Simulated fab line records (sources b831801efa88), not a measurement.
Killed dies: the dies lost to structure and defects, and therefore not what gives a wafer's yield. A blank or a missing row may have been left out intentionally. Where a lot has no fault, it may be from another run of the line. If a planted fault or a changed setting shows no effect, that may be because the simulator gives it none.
One fault through the eyes of 2 desks    flow sky130    each desk has only its own numbers; what lay behind them comes last

METROLOGY DESK
Lot by lot, what the gauges showed, no matter which tool ran the lot: averages of those sampled wafers that carry a number. The brackets show how far a lot's mean lies from the usual mean; more than 4 standard deviations puts the lot out of limits, marked OUT.
Columns: A = CAP2M_TIN_THK at SKY_CAP2M_THK_MEAS_04, usual 201.9 nm; B = VIA4_OVL at SKY_VIA4_OVL_MEAS_11, usual -0.8 nm
lot   first seen here  A      B
L615  day 39 12:01     202.7  0.6
L617  day 40 13:17     200.4  -0.6
L620  day 41 06:59     203.5  -2.7
L625  day 42 19:42     200.9  0.4
L626  day 43 02:34     202.9  -1.0
L629  day 43 22:52     201.2  -0.9
L632  day 44 16:48     203.1  0.5
L633  day 44 19:53     200.9  0.2
L634  day 45 05:41     201.4  -3.1
L637  day 46 01:01     201.3  0.6
L638  day 46 06:09     201.0  1.8
Result from this desk: across the 11 lots, nothing is out of limits.

DESK OF THE TOOL OWNER: rie-metal-04
The tool's own readings at SKY_METAL4_METAL_ETCH_18 (etches the open film in Cl2/BCl3, stops on SiO2, target depth 845 nm, time 183.1 s): means of the sampled wafers that have a number, for each lot that ran on this tool. The brackets show how far a lot's mean lies from the usual mean; more than 4 standard deviations puts the lot out of limits, marked OUT.
Columns: A = drypump-motor-current-A at SKY_METAL4_METAL_ETCH_18, usual 6.1 A; B = oes-product-au at SKY_METAL4_METAL_ETCH_18, usual 0.866 a.u.; C = rf-fwd-power-W at SKY_METAL4_METAL_ETCH_18, usual 895.9 W; D = throttle-valve-pct at SKY_METAL4_METAL_ETCH_18, usual 22.265 %
lot   first seen here  A    B      C      D
L620  day 43 06:04     6.4  0.868  899.3  22.271
L625  day 44 17:13     6.2  0.866  896.3  22.270
L629  day 45 19:10     6.2  0.865  900.3  22.260
Result from this desk: across the 3 lots, nothing is out of limits.

BROUGHT TOGETHER
The metrology desk saw nothing out of limits.
Nothing out of limits was seen by the tool owner's desk.

WHAT HAD BEEN PUT IN BY THE SIMULATOR
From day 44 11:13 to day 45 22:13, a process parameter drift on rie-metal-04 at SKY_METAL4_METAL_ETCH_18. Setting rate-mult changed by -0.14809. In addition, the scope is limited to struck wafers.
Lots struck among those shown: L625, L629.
